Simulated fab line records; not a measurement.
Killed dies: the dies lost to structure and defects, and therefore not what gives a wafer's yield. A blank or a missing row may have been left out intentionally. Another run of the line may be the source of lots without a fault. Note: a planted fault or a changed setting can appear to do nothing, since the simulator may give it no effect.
fab line records || flow sfq-line
[record] {"lots": 5, "wafers": 15, "last-day": 87}
route steps=325 shown M5@198 A5B@209
lots that met no fault: from a run of the same line without faults
start-h: start of the lot's first displayed wafer, in hours after the record's first day || wait-h: hours from the lot's prior step to this one || " as in the row above || L1.1+2: a row that stands for several wafers || - no value present, or no start provided || * or withheld: withheld || < > ~ a bound
route shown NAME@n: names a module that has steps shown in the file, with the first one's number in the route || usual: mean and standard deviation over wafers with no fault || same: alike in all rows || chamber/n: place in a boat || sites: each site's reading || _std_site: the values' standard deviation || _edge_site: the outer-site mean with the inner-site mean subtracted || radius-mm: how far each site lies from the wafer's centre || mask NAME#n: copy n || behind: the tool/chamber that last shaped the wafer || hold: the reason the lot was held/the length of the hold in hours/how it ended || device: the transistor (n, p or np) that didn't switch || end of line: the same wafers' tests at the end of the route || a step with no rows: only its recipe || killed: not the wafer's yield, but the dies lost to structure and defects at the first sort || map: a wafer's dies, x killed, . not, _ none there
set.NAME: the setting that was run; set.NAME@STEP: the one run at that earlier step || model.NAME: the simulator's own value behind a step, which no gauge read
lots at selected steps of the route; one table per step, one row per wafer
services: a tool's chamber out of use, with start hour (start-h, from the record's first day; less than 0 if before it), hours out, and reason
[[steps]]
[step SFQ_TRILAYER_M5_LITHO_COAT_128]
[recipe] {"resist": "BARC", "spin-rpm": 3000, "resist-thk-nm": 62}
[step SFQ_TRILAYER_M5_LITHO_COAT_123]
[recipe] {"resist": "KrF", "spin-rpm": 3000, "resist-thk-nm": 600}
[step SFQ_TRILAYER_M5_LITHO_SOFTBAKE_127]
[recipe] {"temp-c": "withheld", "time-s": "withheld", "resist": "KrF"}
[step SFQ_TRILAYER_M5_LITHO_EXPOSE_124]
[recipe] {"mask-id": "M5", "na": 0.6, "source-shape": "conventional", "sigma-outer": 0.65, "target-cd-nm": 700, "dose-mj": 14.4}
[step SFQ_TRILAYER_M5_LITHO_PEB_126]
[recipe] {"peb-temp-c": 115, "peb-time-s": 60, "resist": "KrF"}
[step SFQ_TRILAYER_M5_LITHO_DEVELOP_125]
[recipe] {"time-s": 60, "resist": "KrF"}
[step SFQ_M5_OVL_MEAS_932]
[usual] {"M5_OVL": "1/5.2"}
{"lot.wafer": "L116.1", "tool": "overlay-02", "chamber": "-", "start-h": 1183.55, "wait-h": 0.1, "M5_OVL[nm]": 0}
{"lot.wafer": "L116.3", "tool": "overlay-02", "chamber": "-", "start-h": 1183.55, "wait-h": 0.1, "M5_OVL[nm]": 4}
{"lot.wafer": "L116.6", "tool": "overlay-02", "chamber": "-", "start-h": 1183.55, "wait-h": 0.1, "M5_OVL[nm]": 2}
{"lot.wafer": "L117.1", "tool": "overlay-02", "chamber": "-", "start-h": 1185.95, "wait-h": 0.1, "M5_OVL[nm]": 2}
{"lot.wafer": "L117.3", "tool": "overlay-02", "chamber": "-", "start-h": 1185.95, "wait-h": 0.1, "M5_OVL[nm]": 3}
{"lot.wafer": "L117.4", "tool": "overlay-02", "chamber": "-", "start-h": 1185.95, "wait-h": 0.1, "M5_OVL[nm]": 4}
{"lot.wafer": "L127.2", "tool": "overlay-01", "chamber": "-", "start-h": 1506.60, "wait-h": 0.1, "M5_OVL[nm]": -2}
{"lot.wafer": "L127.5", "tool": "overlay-01", "chamber": "-", "start-h": 1506.60, "wait-h": 0.1, "M5_OVL[nm]": -2}
{"lot.wafer": "L127.6", "tool": "overlay-01", "chamber": "-", "start-h": 1506.60, "wait-h": 0.1, "M5_OVL[nm]": -4}
{"lot.wafer": "L130.1", "tool": "overlay-01", "chamber": "-", "start-h": 1513.80, "wait-h": 0.1, "M5_OVL[nm]": 3}
{"lot.wafer": "L130.4", "tool": "overlay-01", "chamber": "-", "start-h": 1513.80, "wait-h": 0.1, "M5_OVL[nm]": 5}
{"lot.wafer": "L130.5", "tool": "overlay-01", "chamber": "-", "start-h": 1513.80, "wait-h": 0.1, "M5_OVL[nm]": 4}
{"lot.wafer": "L137.1", "tool": "overlay-02", "chamber": "-", "start-h": 1825.33, "wait-h": 0.1, "M5_OVL[nm]": -1}
{"lot.wafer": "L137.2", "tool": "overlay-02", "chamber": "-", "start-h": 1825.33, "wait-h": 0.1, "M5_OVL[nm]": 1}
{"lot.wafer": "L137.4", "tool": "overlay-02", "chamber": "-", "start-h": 1825.33, "wait-h": 0.1, "M5_OVL[nm]": 8}
[step SFQ_TRILAYER_M5_BARC_OPEN_METAL_ETCH_161]
[recipe] {"mask-material": "PR", "chemistry": "O2", "target-depth-nm": 125, "target": "BARC", "icp-w": 600, "bias-w": 80, "pressure-mtorr": 10, "time-s": 41.7}
[usual] {"drypump-motor-current-A": "5.77/0.25", "oes-product-au": "0.685/0.0044"}
{"lot.wafer": "L116.1", "tool": "rie-metal-04", "chamber": 0, "start-h": 1183.59, "wait-h": 0.0, "drypump-motor-current-A": 5.88, "oes-product-au": 0.683, "rf-hours-counter-h": 102}
{"lot.wafer": "L116.3", "tool": "rie-metal-04", "chamber": 1, "start-h": 1183.59, "wait-h": 0.0, "drypump-motor-current-A": 5.35, "oes-product-au": 0.687, "rf-hours-counter-h": "-"}
{"lot.wafer": "L116.6", "tool": "rie-metal-04", "chamber": 1, "start-h": 1183.59, "wait-h": 0.0, "drypump-motor-current-A": 5.35, "oes-product-au": 0.681, "rf-hours-counter-h": "-"}
{"lot.wafer": "L117.1", "tool": "rie-metal-04", "chamber": 0, "start-h": 1185.99, "wait-h": 0.0, "drypump-motor-current-A": 5.89, "oes-product-au": 0.679, "rf-hours-counter-h": 103}
{"lot.wafer": "L117.3", "tool": "rie-metal-04", "chamber": 1, "start-h": 1185.99, "wait-h": 0.0, "drypump-motor-current-A": 5.34, "oes-product-au": 0.691, "rf-hours-counter-h": "-"}
{"lot.wafer": "L117.4", "tool": "rie-metal-04", "chamber": 0, "start-h": 1185.99, "wait-h": 0.0, "drypump-motor-current-A": 5.88, "oes-product-au": 0.689, "rf-hours-counter-h": "-"}
{"lot.wafer": "L127.2", "tool": "rie-metal-03", "chamber": 0, "start-h": 1506.63, "wait-h": 0.0, "drypump-motor-current-A": 5.57, "oes-product-au": 0.694, "rf-hours-counter-h": 52}
{"lot.wafer": "L127.5", "tool": "rie-metal-03", "chamber": 1, "start-h": 1506.63, "wait-h": 0.0, "drypump-motor-current-A": 6.15, "oes-product-au": 0.689, "rf-hours-counter-h": "-"}
{"lot.wafer": "L127.6", "tool": "rie-metal-03", "chamber": 0, "start-h": 1506.63, "wait-h": 0.0, "drypump-motor-current-A": 5.59, "oes-product-au": 0.683, "rf-hours-counter-h": "-"}
{"lot.wafer": "L130.1", "tool": "rie-metal-04", "chamber": 1, "start-h": 1513.83, "wait-h": 0.0, "drypump-motor-current-A": 5.31, "oes-product-au": 0.688, "rf-hours-counter-h": 1}
{"lot.wafer": "L130.4", "tool": "rie-metal-04", "chamber": 1, "start-h": 1513.83, "wait-h": 0.0, "drypump-motor-current-A": 5.35, "oes-product-au": 0.680, "rf-hours-counter-h": "-"}
{"lot.wafer": "L130.5", "tool": "rie-metal-04", "chamber": 1, "start-h": 1513.83, "wait-h": 0.0, "drypump-motor-current-A": 5.34, "oes-product-au": 0.681, "rf-hours-counter-h": "-"}
{"lot.wafer": "L137.1", "tool": "rie-metal-01", "chamber": 0, "start-h": 1825.36, "wait-h": 0.0, "drypump-motor-current-A": 5.64, "oes-product-au": 0.675, "rf-hours-counter-h": 41}
{"lot.wafer": "L137.2", "tool": "rie-metal-01", "chamber": 1, "start-h": 1825.36, "wait-h": 0.0, "drypump-motor-current-A": 5.96, "oes-product-au": 0.678, "rf-hours-counter-h": 148}
{"lot.wafer": "L137.4", "tool": "rie-metal-01", "chamber": 1, "start-h": 1825.36, "wait-h": 0.0, "drypump-motor-current-A": 5.94, "oes-product-au": 0.682, "rf-hours-counter-h": "-"}
[step SFQ_TRILAYER_M5_ETCH_METAL_ETCH_126]
[recipe] {"target": "Nb", "stop-on": "SiO2", "mask-material": "PR", "over-etch-frac": 0.15, "time-s": 203.2, "chemistry": "Cl2/BCl3", "target-depth-nm": 265, "icp-w": 600, "bias-w": 80, "pressure-mtorr": 10}
[usual] {"drypump-motor-current-A": "5.77/0.25", "oes-product-au": "0.728/0.0058"}
{"lot.wafer": "L116.1", "tool": "rie-metal-04", "chamber": 0, "start-h": 1183.65, "wait-h": 0.0, "drypump-motor-current-A": 5.86, "oes-product-au": 0.733, "rf-hours-counter-h": 102}
{"lot.wafer": "L116.3", "tool": "rie-metal-04", "chamber": 1, "start-h": 1183.65, "wait-h": 0.0, "drypump-motor-current-A": 5.36, "oes-product-au": 0.736, "rf-hours-counter-h": "-"}
{"lot.wafer": "L116.6", "tool": "rie-metal-04", "chamber": 1, "start-h": 1183.65, "wait-h": 0.0, "drypump-motor-current-A": 5.37, "oes-product-au": 0.730, "rf-hours-counter-h": "-"}
{"lot.wafer": "L117.1", "tool": "rie-metal-04", "chamber": 0, "start-h": 1186.05, "wait-h": 0.0, "drypump-motor-current-A": 5.89, "oes-product-au": 0.725, "rf-hours-counter-h": 103}
{"lot.wafer": "L117.3", "tool": "rie-metal-04", "chamber": 1, "start-h": 1186.05, "wait-h": 0.0, "drypump-motor-current-A": 5.35, "oes-product-au": 0.729, "rf-hours-counter-h": "-"}
{"lot.wafer": "L117.4", "tool": "rie-metal-04", "chamber": 0, "start-h": 1186.05, "wait-h": 0.0, "drypump-motor-current-A": 5.89, "oes-product-au": 0.725, "rf-hours-counter-h": "-"}
{"lot.wafer": "L127.2", "tool": "rie-metal-03", "chamber": 0, "start-h": 1506.69, "wait-h": 0.0, "drypump-motor-current-A": 5.56, "oes-product-au": 0.731, "rf-hours-counter-h": 53}
{"lot.wafer": "L127.5", "tool": "rie-metal-03", "chamber": 1, "start-h": 1506.69, "wait-h": 0.0, "drypump-motor-current-A": 6.11, "oes-product-au": 0.731, "rf-hours-counter-h": "-"}
{"lot.wafer": "L127.6", "tool": "rie-metal-03", "chamber": 0, "start-h": 1506.69, "wait-h": 0.0, "drypump-motor-current-A": 5.56, "oes-product-au": 0.734, "rf-hours-counter-h": "-"}
{"lot.wafer": "L130.1", "tool": "rie-metal-04", "chamber": 1, "start-h": 1513.89, "wait-h": 0.0, "drypump-motor-current-A": 5.35, "oes-product-au": 0.736, "rf-hours-counter-h": 1}
{"lot.wafer": "L130.4", "tool": "rie-metal-04", "chamber": 1, "start-h": 1513.89, "wait-h": 0.0, "drypump-motor-current-A": 5.36, "oes-product-au": 0.732, "rf-hours-counter-h": "-"}
{"lot.wafer": "L130.5", "tool": "rie-metal-04", "chamber": 1, "start-h": 1513.89, "wait-h": 0.0, "drypump-motor-current-A": 5.36, "oes-product-au": 0.725, "rf-hours-counter-h": "-"}
{"lot.wafer": "L137.1", "tool": "rie-metal-01", "chamber": 0, "start-h": 1825.42, "wait-h": 0.0, "drypump-motor-current-A": 5.64, "oes-product-au": 0.728, "rf-hours-counter-h": 41}
{"lot.wafer": "L137.2", "tool": "rie-metal-01", "chamber": 1, "start-h": 1825.42, "wait-h": 0.0, "drypump-motor-current-A": 5.95, "oes-product-au": 0.733, "rf-hours-counter-h": 148}
{"lot.wafer": "L137.4", "tool": "rie-metal-01", "chamber": 1, "start-h": 1825.42, "wait-h": 0.0, "drypump-motor-current-A": 5.98, "oes-product-au": 0.727, "rf-hours-counter-h": "-"}
[step SFQ_TRILAYER_M5_STRIP_STRIP_127]
[recipe] {"gas": "O2", "power-w": 200, "platen-temp-c": 40, "overash-fraction": 0.65, "chemistry": "O2", "pressure-mtorr": 50}
[usual] {"drypump-motor-current-A": "5.77/0.26", "oes-product-au": "0.999/0.0091"}
{"lot.wafer": "L116.1", "tool": "rie-metal-04", "chamber": 0, "start-h": 1183.84, "wait-h": 0.1, "drypump-motor-current-A": 5.85, "oes-product-au": 0.987, "rf-hours-counter-h": 103}
{"lot.wafer": "L116.3", "tool": "rie-metal-04", "chamber": 1, "start-h": 1183.84, "wait-h": 0.1, "drypump-motor-current-A": 5.36, "oes-product-au": 1.002, "rf-hours-counter-h": "-"}
{"lot.wafer": "L116.6", "tool": "rie-metal-04", "chamber": 1, "start-h": 1183.84, "wait-h": 0.1, "drypump-motor-current-A": 5.34, "oes-product-au": 1.003, "rf-hours-counter-h": "-"}
{"lot.wafer": "L117.1", "tool": "rie-metal-04", "chamber": 0, "start-h": 1186.24, "wait-h": 0.1, "drypump-motor-current-A": 5.88, "oes-product-au": 0.991, "rf-hours-counter-h": 103}
{"lot.wafer": "L117.3", "tool": "rie-metal-04", "chamber": 1, "start-h": 1186.24, "wait-h": 0.1, "drypump-motor-current-A": 5.40, "oes-product-au": 1.002, "rf-hours-counter-h": "-"}
{"lot.wafer": "L117.4", "tool": "rie-metal-04", "chamber": 0, "start-h": 1186.24, "wait-h": 0.1, "drypump-motor-current-A": 5.87, "oes-product-au": 0.986, "rf-hours-counter-h": "-"}
{"lot.wafer": "L127.2", "tool": "rie-metal-03", "chamber": 0, "start-h": 1506.89, "wait-h": 0.1, "drypump-motor-current-A": 5.55, "oes-product-au": 0.991, "rf-hours-counter-h": 53}
{"lot.wafer": "L127.5", "tool": "rie-metal-03", "chamber": 1, "start-h": 1506.89, "wait-h": 0.1, "drypump-motor-current-A": 6.09, "oes-product-au": 1.010, "rf-hours-counter-h": "-"}
{"lot.wafer": "L127.6", "tool": "rie-metal-03", "chamber": 0, "start-h": 1506.89, "wait-h": 0.1, "drypump-motor-current-A": 5.55, "oes-product-au": 1.004, "rf-hours-counter-h": "-"}
{"lot.wafer": "L130.1", "tool": "rie-metal-04", "chamber": 1, "start-h": 1514.09, "wait-h": 0.1, "drypump-motor-current-A": 5.35, "oes-product-au": 1.006, "rf-hours-counter-h": 1}
{"lot.wafer": "L130.4", "tool": "rie-metal-04", "chamber": 1, "start-h": 1514.09, "wait-h": 0.1, "drypump-motor-current-A": 5.34, "oes-product-au": 1.016, "rf-hours-counter-h": "-"}
{"lot.wafer": "L130.5", "tool": "rie-metal-04", "chamber": 1, "start-h": 1514.09, "wait-h": 0.1, "drypump-motor-current-A": 5.36, "oes-product-au": 1.006, "rf-hours-counter-h": "-"}
{"lot.wafer": "L137.1", "tool": "rie-metal-01", "chamber": 0, "start-h": 1825.62, "wait-h": 0.1, "drypump-motor-current-A": 5.64, "oes-product-au": 0.984, "rf-hours-counter-h": 41}
{"lot.wafer": "L137.2", "tool": "rie-metal-01", "chamber": 1, "start-h": 1825.62, "wait-h": 0.1, "drypump-motor-current-A": 5.97, "oes-product-au": 1.009, "rf-hours-counter-h": 149}
{"lot.wafer": "L137.4", "tool": "rie-metal-01", "chamber": 1, "start-h": 1825.62, "wait-h": 0.1, "drypump-motor-current-A": 5.97, "oes-product-au": 1.003, "rf-hours-counter-h": "-"}
[step SFQ_TRILAYER_M5_STRIP_SOLV_CLEAN_128]
[recipe] {"chemistry": "NMP", "temp-c": 70, "time-s": 600}
[step SFQ_TRILAYER_A5B_DEP_PECVD_129]
[recipe] {"material": "SiO2", "temp-c": 150, "time-s": 133.33, "pressure-torr": 2.4, "rf-w": 183.3, "precursor": "SiH4/N2O", "target-thk-nm": 600}
[usual] {"heater-power-w": "83/23", "throttle-valve-pct": "25.2/1.2"}
{"lot.wafer": "L116.1", "tool": "pecvd-02", "chamber": 2, "start-h": 1184.61, "wait-h": 0.0, "heater-power-w": 42, "since-wet-clean-h": 607, "throttle-valve-pct": 25.7}
{"lot.wafer": "L116.3", "tool": "pecvd-02", "chamber": 1, "start-h": 1184.61, "wait-h": 0.0, "heater-power-w": 109, "since-wet-clean-h": 607, "throttle-valve-pct": 25.3}
{"lot.wafer": "L116.6", "tool": "pecvd-02", "chamber": 2, "start-h": 1184.61, "wait-h": 0.0, "heater-power-w": 44, "since-wet-clean-h": "-", "throttle-valve-pct": 26.0}
{"lot.wafer": "L117.1", "tool": "pecvd-01", "chamber": 0, "start-h": 1187.01, "wait-h": 0.0, "heater-power-w": 63, "since-wet-clean-h": 240, "throttle-valve-pct": 22.7}
{"lot.wafer": "L117.3", "tool": "pecvd-01", "chamber": 2, "start-h": 1187.01, "wait-h": 0.0, "heater-power-w": 76, "since-wet-clean-h": 240, "throttle-valve-pct": 24.9}
{"lot.wafer": "L117.4", "tool": "pecvd-01", "chamber": 0, "start-h": 1187.01, "wait-h": 0.0, "heater-power-w": 69, "since-wet-clean-h": "-", "throttle-valve-pct": 23.0}
{"lot.wafer": "L127.2", "tool": "pecvd-04", "chamber": 0, "start-h": 1507.66, "wait-h": 0.0, "heater-power-w": 93, "since-wet-clean-h": 1299, "throttle-valve-pct": 24.5}
{"lot.wafer": "L127.5", "tool": "pecvd-04", "chamber": 1, "start-h": 1507.66, "wait-h": 0.0, "heater-power-w": 80, "since-wet-clean-h": "-", "throttle-valve-pct": 26.6}
{"lot.wafer": "L127.6", "tool": "pecvd-04", "chamber": 0, "start-h": 1507.66, "wait-h": 0.0, "heater-power-w": 77, "since-wet-clean-h": "-", "throttle-valve-pct": 24.6}
{"lot.wafer": "L130.1", "tool": "pecvd-01", "chamber": 0, "start-h": 1515.04, "wait-h": 0.0, "heater-power-w": 71, "since-wet-clean-h": 568, "throttle-valve-pct": 23.7}
{"lot.wafer": "L130.4", "tool": "pecvd-01", "chamber": 1, "start-h": 1515.04, "wait-h": 0.0, "heater-power-w": 121, "since-wet-clean-h": "-", "throttle-valve-pct": 23.6}
{"lot.wafer": "L130.5", "tool": "pecvd-01", "chamber": 2, "start-h": 1515.04, "wait-h": 0.0, "heater-power-w": 81, "since-wet-clean-h": "-", "throttle-valve-pct": 26.4}
{"lot.wafer": "L137.1", "tool": "pecvd-01", "chamber": 1, "start-h": 1826.57, "wait-h": 0.0, "heater-power-w": 105, "since-wet-clean-h": 879, "throttle-valve-pct": 24.4}
{"lot.wafer": "L137.2", "tool": "pecvd-01", "chamber": 0, "start-h": 1826.57, "wait-h": 0.0, "heater-power-w": 73, "since-wet-clean-h": 879, "throttle-valve-pct": 23.9}
{"lot.wafer": "L137.4", "tool": "pecvd-01", "chamber": 2, "start-h": 1826.57, "wait-h": 0.0, "heater-power-w": 86, "since-wet-clean-h": "-", "throttle-valve-pct": 28.0}
[step SFQ_TRILAYER_A5B_CMP_CMP_130]
[recipe] {"stop-on": "Nb", "down-force-psi": 3, "platen-rpm": 60, "target-thk-nm": 340.7}
[usual] {"head-pressure-psi": "3.000/0.0061", "motor-current-A": "10.4/1.1"}
{"lot.wafer": "L116.3", "tool": "cmp-01", "chamber": 1, "start-h": 1185.82, "wait-h": 1.2, "head-pressure-psi": 2.995, "motor-current-A": 12.2}
{"lot.wafer": "L116.1", "tool": "cmp-01", "chamber": 3, "start-h": 1186.82, "wait-h": 2.2, "head-pressure-psi": 3.000, "motor-current-A": 11.1}
{"lot.wafer": "L116.6", "tool": "cmp-01", "chamber": 1, "start-h": 1187.82, "wait-h": 3.1, "head-pressure-psi": 2.996, "motor-current-A": 11.6}
{"lot.wafer": "L117.4", "tool": "cmp-02", "chamber": 0, "start-h": 1187.11, "wait-h": 0.0, "head-pressure-psi": 2.996, "motor-current-A": 10.3}
{"lot.wafer": "L117.1", "tool": "cmp-02", "chamber": 1, "start-h": 1187.11, "wait-h": 0.0, "head-pressure-psi": 3.006, "motor-current-A": 9.5}
{"lot.wafer": "L117.3", "tool": "cmp-02", "chamber": 3, "start-h": 1188.61, "wait-h": 1.5, "head-pressure-psi": 3.000, "motor-current-A": 8.6}
{"lot.wafer": "L127.2", "tool": "cmp-01", "chamber": 1, "start-h": 1524.29, "wait-h": 16.6, "head-pressure-psi": 3.005, "motor-current-A": 12.3}
{"lot.wafer": "L127.5", "tool": "cmp-01", "chamber": 2, "start-h": 1524.29, "wait-h": 16.6, "head-pressure-psi": 2.766, "motor-current-A": 11.0}
{"lot.wafer": "L127.6", "tool": "cmp-01", "chamber": 3, "start-h": 1524.29, "wait-h": 16.6, "head-pressure-psi": 3.002, "motor-current-A": 11.5}
{"lot.wafer": "L130.4", "tool": "cmp-02", "chamber": 0, "start-h": 1530.07, "wait-h": 14.9, "head-pressure-psi": 3.004, "motor-current-A": 9.5}
{"lot.wafer": "L130.1", "tool": "cmp-02", "chamber": 3, "start-h": 1531.57, "wait-h": 16.5, "head-pressure-psi": 3.006, "motor-current-A": 8.1}
{"lot.wafer": "L130.5", "tool": "cmp-02", "chamber": 1, "start-h": 1532.57, "wait-h": 17.4, "head-pressure-psi": 3.013, "motor-current-A": 9.6}
{"lot.wafer": "L137.1", "tool": "cmp-01", "chamber": 1, "start-h": 1826.66, "wait-h": 0.0, "head-pressure-psi": 2.987, "motor-current-A": 11.2}
{"lot.wafer": "L137.4", "tool": "cmp-01", "chamber": 2, "start-h": 1826.66, "wait-h": 0.0, "head-pressure-psi": 3.002, "motor-current-A": 11.2}
{"lot.wafer": "L137.2", "tool": "cmp-01", "chamber": 3, "start-h": 1826.66, "wait-h": 0.0, "head-pressure-psi": 3.001, "motor-current-A": 11.4}
[step SFQ_TRILAYER_A5B_METRO_MEASURE_131]
[usual] {"thk-nm": "340/5.2"}
{"lot.wafer": "L116.1", "tool": "film-metro-01", "chamber": "-", "start-h": 1188.32, "wait-h": 1.0, "thk-nm": 343}
{"lot.wafer": "L116.3", "tool": "film-metro-01", "chamber": "-", "start-h": 1188.32, "wait-h": 1.0, "thk-nm": 354}
{"lot.wafer": "L116.6", "tool": "film-metro-01", "chamber": "-", "start-h": 1188.32, "wait-h": 1.0, "thk-nm": 343}
{"lot.wafer": "L117.1", "tool": "film-metro-04", "chamber": "-", "start-h": 1190.11, "wait-h": 2.0, "thk-nm": 344}
{"lot.wafer": "L117.3", "tool": "film-metro-04", "chamber": "-", "start-h": 1190.11, "wait-h": 2.0, "thk-nm": 342}
{"lot.wafer": "L117.4", "tool": "film-metro-04", "chamber": "-", "start-h": 1190.11, "wait-h": 2.0, "thk-nm": 339}
{"lot.wafer": "L127.2", "tool": "film-metro-02", "chamber": "-", "start-h": 1525.99, "wait-h": 1.2, "thk-nm": 348}
{"lot.wafer": "L127.5", "tool": "film-metro-02", "chamber": "-", "start-h": 1525.99, "wait-h": 1.2, "thk-nm": 340}
{"lot.wafer": "L127.6", "tool": "film-metro-02", "chamber": "-", "start-h": 1525.99, "wait-h": 1.2, "thk-nm": 334}
{"lot.wafer": "L130.1", "tool": "film-metro-02", "chamber": "-", "start-h": 1533.07, "wait-h": 1.0, "thk-nm": 331}
{"lot.wafer": "L130.4", "tool": "film-metro-02", "chamber": "-", "start-h": 1533.07, "wait-h": 1.0, "thk-nm": 330}
{"lot.wafer": "L130.5", "tool": "film-metro-02", "chamber": "-", "start-h": 1533.07, "wait-h": 1.0, "thk-nm": 331}
{"lot.wafer": "L137.1", "tool": "film-metro-02", "chamber": "-", "start-h": 1829.66, "wait-h": 2.5, "thk-nm": 343}
{"lot.wafer": "L137.2", "tool": "film-metro-02", "chamber": "-", "start-h": 1829.66, "wait-h": 2.5, "thk-nm": 332}
{"lot.wafer": "L137.4", "tool": "film-metro-02", "chamber": "-", "start-h": 1829.66, "wait-h": 2.5, "thk-nm": 330}
[[services]]
{"tool": "film-metro-02", "chamber": "-", "start-h": 1173.80, "hours": 23.5, "kind": "pm"}
{"tool": "cmp-01", "chamber": "-", "start-h": 1188.43, "hours": 0.3, "kind": "repair"}
{"tool": "rie-metal-04", "chamber": "-", "start-h": 1192.87, "hours": 0.3, "kind": "repair"}
{"tool": "film-metro-02", "chamber": "-", "start-h": 1231.68, "hours": 0.5, "kind": "pm"}
{"tool": "cmp-01", "chamber": "-", "start-h": 1256.38, "hours": 4.0, "kind": "pm"}
{"tool": "film-metro-02", "chamber": "-", "start-h": 1274.03, "hours": 1.9, "kind": "pm"}
{"tool": "rie-metal-01", "chamber": 0, "start-h": 1280.80, "hours": 9.2, "kind": "repair"}
{"tool": "film-metro-02", "chamber": "-", "start-h": 1284.56, "hours": 0.2, "kind": "pm"}
{"tool": "film-metro-02", "chamber": "-", "start-h": 1287.74, "hours": 4.2, "kind": "repair"}
{"tool": "rie-metal-01", "chamber": 0, "start-h": 1306.57, "hours": 3.0, "kind": "repair"}
{"tool": "rie-metal-04", "chamber": 1, "start-h": 1307.77, "hours": 10.1, "kind": "repair"}
{"tool": "cmp-01", "chamber": "-", "start-h": 1316.15, "hours": 5.9, "kind": "pm"}
{"tool": "film-metro-02", "chamber": "-", "start-h": 1325.37, "hours": 0.4, "kind": "pm"}
{"tool": "cmp-01", "chamber": "-", "start-h": 1345.19, "hours": 4.0, "kind": "pm"}
{"tool": "rie-metal-01", "chamber": "-", "start-h": 1369.90, "hours": 2.4, "kind": "repair"}
{"tool": "rie-metal-01", "chamber": 0, "start-h": 1372.09, "hours": 2.0, "kind": "repair"}
{"tool": "pecvd-01", "chamber": "-", "start-h": 1376.62, "hours": 0.7, "kind": "repair"}
{"tool": "rie-metal-01", "chamber": 1, "start-h": 1392.42, "hours": 3.8, "kind": "repair"}
{"tool": "pecvd-01", "chamber": 2, "start-h": 1402.68, "hours": 7.1, "kind": "repair"}
{"tool": "cmp-01", "chamber": "-", "start-h": 1403.11, "hours": 0.3, "kind": "repair"}
{"tool": "cmp-01", "chamber": "-", "start-h": 1403.64, "hours": 2.0, "kind": "repair"}
{"tool": "rie-metal-04", "chamber": "-", "start-h": 1647.82, "hours": 4.0, "kind": "repair"}
{"tool": "rie-metal-04", "chamber": 1, "start-h": 1797.76, "hours": 4.8, "kind": "repair"}
{"tool": "rie-metal-04", "chamber": "-", "start-h": 1805.61, "hours": 14.6, "kind": "pm"}
[[key]]
[first-sign] {"step": "SFQ_TRILAYER_A5B_CMP_CMP_130", "reading": "head-pressure-psi", "direction": "down", "sigmas": 38, "usual": 3.000, "struck": 2.766}
effect none on later readings
met-at SFQ_TRILAYER_A5B_CMP_CMP_130
struck-wafers L127.5
[fault] {"kind": "process-parameter-drift", "tool": "cmp-01", "chamber": 2, "onset-h": 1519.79, "steps": "SFQ_TRILAYER_A5B_CMP_CMP_130", "channel": "down-force-psi", "offset": -0.23736, "shape": "step", "end-h": 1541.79, "acts-in": "these-recipes-only", "stated": 3}
